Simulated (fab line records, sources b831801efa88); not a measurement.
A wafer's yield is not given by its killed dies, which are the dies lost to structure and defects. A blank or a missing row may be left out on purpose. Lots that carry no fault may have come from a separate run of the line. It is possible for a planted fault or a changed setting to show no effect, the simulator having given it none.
2 desks, one fault | flow sky130 | only its own numbers are on each desk; what lay behind them is given at the end

## THE METROLOGY DESK
Lot by lot, what the gauges showed, no matter which tool ran the lot: averages of those sampled wafers that carry a number. Any lot whose mean is over 4 standard deviations away from the usual mean is out of limits and marked OUT; that distance is given in the brackets.
Columns: A = VIA4_HDPCVD_THK at SKY_VIA4_THK_MEAS_01, usual 1751 nm; B = VIA4_BOW at SKY_VIA4_BOW_MEAS_03, usual 78 um
lot  | first seen here | A    | B
L377 | day 42 00:11    | 1765 | 82
L378 | day 42 07:48    | 1782 | 74
L380 | day 42 18:40    | 1736 | 82
L381 | day 42 20:28    | 1747 | 78
L382 | day 43 03:54    | 1772 | 82
L384 | day 43 17:58    | 1730 | 73
L385 | day 43 21:14    | 1747 | 80
L390 | day 45 14:19    | 1754 | 74
L395 | day 47 05:44    | 1762 | 79
L397 | day 47 09:38    | 1767 | 77
L398 | day 47 10:40    | 1735 | 85
L399 | day 47 10:59    | 1765 | 76
L400 | day 47 14:45    | 1729 | 77
This desk's finding: nothing out of limits on any of the 13 lots.

## AT THE TOOL OWNER'S DESK: pvdSputter-04
The tool's own readings at SKY_METAL4_SPUTTER_02 (material AlCu, target thk 735 nm, time 39.1 s): means of the sampled wafers that have a number, for each lot that ran on this tool. Any lot whose mean is over 4 standard deviations away from the usual mean is out of limits and marked OUT; that distance is given in the brackets.
Columns: A = cathodeDcPowerW at SKY_METAL4_SPUTTER_02, usual 10600 W; B = throttleValvePct at SKY_METAL4_SPUTTER_02, usual 30.3 %
lot  | first seen here | A     | B
L382 | day 41 02:51    | 10600 | 30.4
L385 | day 41 22:09    | 10599 | 31.1
L390 | day 43 16:05    | 10601 | 30.4
L395 | day 45 11:19    | 10598 | 29.6
This desk's finding: nothing out of limits on any of the 4 lots.

## BROUGHT TOGETHER
Nothing out of limits was seen by the metrology desk.
Nothing out of limits was seen by the tool owner's desk.

## WHAT THE SIMULATOR PUT IN
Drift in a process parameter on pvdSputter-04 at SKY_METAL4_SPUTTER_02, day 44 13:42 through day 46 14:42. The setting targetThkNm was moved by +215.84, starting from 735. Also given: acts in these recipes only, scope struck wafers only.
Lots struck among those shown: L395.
